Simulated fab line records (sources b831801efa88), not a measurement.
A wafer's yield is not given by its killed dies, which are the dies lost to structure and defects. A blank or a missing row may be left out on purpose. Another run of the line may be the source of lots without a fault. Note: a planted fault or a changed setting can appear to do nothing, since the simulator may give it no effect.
Comparing a struck lot with a sound one | flow sky130 | 23 steps out of a route of 708
Sound: the wafers L939.1, L939.2, L939.4. Wafers struck: L942.3, L942.5, L942.6. At the end, the cause is stated.
For every step that has rows: the tool of each side, followed by ch and its chambers, followed by its first start. Under that, the readings that differ: sound wafers | struck wafers | difference of the means | sigmas: that difference in standard deviations of wafers without a fault.
alike: readings whose means differ by less than 2 such deviations, and words and numbers that are the same on both sides. not compared: withheld readings, readings that some wafer has no value for, bounds like >300 that may hide the same value, and numbers for which the record gives no deviation and whose values overlap.
Wherever a step has rows on one side only, a row that says differs or no value, or a row with sigmas, the two part there. Non-overlapping numbers with no deviation appear without sigmas and do not part them. A reading missing from all wafers of one side parts the sides only when that side holds two or more wafers.

SKY_RES_XHIGH_TW_MEAS_09:
  sound: film metro-03 at day 28 18:49; struck: film metro-01 at day 29 23:15
  alike: RES_XHIGH_TW
then, 7 steps without rows for these wafers: SKY_SD_N_DEHYDRATE_00 (time 60 s); SKY_SD_N_HMDS_01 (prime time 60 s); SKY_SD_N_COAT_02 (resist thk 1140 nm); SKY_SD_N_SOFTBAKE_03 (time 60 s); SKY_SD_N_EXPOSE_04 (exposes mask NSDM, target cd 380 nm); SKY_SD_N_PEB_05; SKY_SD_N_DEVELOP_06 (develop time 60 s).
SKY_SD_N_CD_MEAS_07 targets a cd of 380 nm.
  sound: cd sem-02 at day 29 23:31; struck: cd sem-01 at day 31 03:59
  alike: cd nm
SKY_SD_N_OVL_MEAS_08:
  sound: overlay-01 at day 29 23:38; struck: overlay-01 at day 31 04:05
  alike: SD_N_OVL
then, 2 steps without rows for these wafers: SKY_SD_N_IMPLANT_09; SKY_SD_N_IMPLANT_10.
SKY_SD_N_STRIP_11: strips in O2/N2.
  sound on plasma asher-01 ch 0,1, day 29 23:58; struck on plasma asher-01 ch 0,1, day 31 04:26
  no value came back on the struck wafers for chamber pressure mTorr (mTorr), drypump motor current A (A), oes product au (a.u.), strip time to endpoint s (s); on the sound wafers chamber pressure mTorr (mTorr) reads 1501.8 1501.9 1500.1
  reading                                   | sound | struck         | difference | sigmas
  model.NOVOLAK_of_SD_N_COAT_02.thk nm (nm) | 0 0 0 | 1143 1147 1139 | +1143      |
  not compared: rf hours counter h
SKY_SD_N_TW_MEAS_12:
  sound: film metro-01 at day 30 00:04; struck: film metro-02 at day 31 04:32
  reading | sound          | struck         | difference | sigmas
  SD_N_TW | 4027 4008 4023 | 3954 3931 3966 | -69        | -3
then, 1 step without rows for these wafers: SKY_SD_N_CLEAN_13 (cleans in SC1/SC2, time 150 s).
SKY_SD_N_RTA_14: time 2 s.
  sound on rtp anneal-02 ch 0, day 30 00:11; struck on rtp anneal-01 ch 0, day 31 04:41
  alike: lamp power pct, wafer_temp_C_max
SKY_SD_N_RS_MEAS_16: the measuring method here is four-point-probe.
  sound: film metro-01 at day 30 00:21; struck: film metro-01 at day 31 04:53
  reading          | sound             | struck            | difference | sigmas
  SD_N_RS (ohm/sq) | 68.68 68.59 68.71 | 68.37 68.37 68.33 | -0.30      | -2
SKY_SD_N_RS_MEAS_17: the measuring method here is four-point-probe.
  sound: film metro-01 at day 30 00:28; struck: film metro-01 at day 31 05:00
  alike: SD_P_RS
SKY_SD_N_RS_MEAS_18: the measuring method here is four-point-probe.
  sound: film metro-01 at day 30 00:35; struck: film metro-01 at day 31 05:07
  alike: RES_XHIGH_RS
then, 2 steps without rows for these wafers: SKY_SALICIDE_CLEAN_00 (cleans in HF-last, time 30 s); SKY_LI_CONTACT_HDPCVD_00 (deposits PSG, target thk 930 nm, time 155 s).
SKY_LI_CONTACT_CMP_02: polishes PSG.
  sound on cmp-01 ch 0,1,3, day 30 00:53; struck on cmp-01 ch 0,1,3, day 31 05:29
  alike: motor current A, time to endpoint s
SKY_LI_CONTACT_BOW_MEAS_03:
  sound: film metro-03 at day 30 01:11; struck: film metro-01 at day 31 05:44
  alike: LI_CONTACT_BOW
  not compared: hold

## WHERE THEY PART
At SKY_SD_N_STRIP_11 first; at SKY_SD_N_RS_MEAS_16 last (within this record only). Later steps at which nothing parts them and some readings are alike: SKY_SD_N_RS_MEAS_17, SKY_SD_N_RS_MEAS_18, SKY_LI_CONTACT_CMP_02, SKY_LI_CONTACT_BOW_MEAS_03.

WHY: whatever the simulator had introduced
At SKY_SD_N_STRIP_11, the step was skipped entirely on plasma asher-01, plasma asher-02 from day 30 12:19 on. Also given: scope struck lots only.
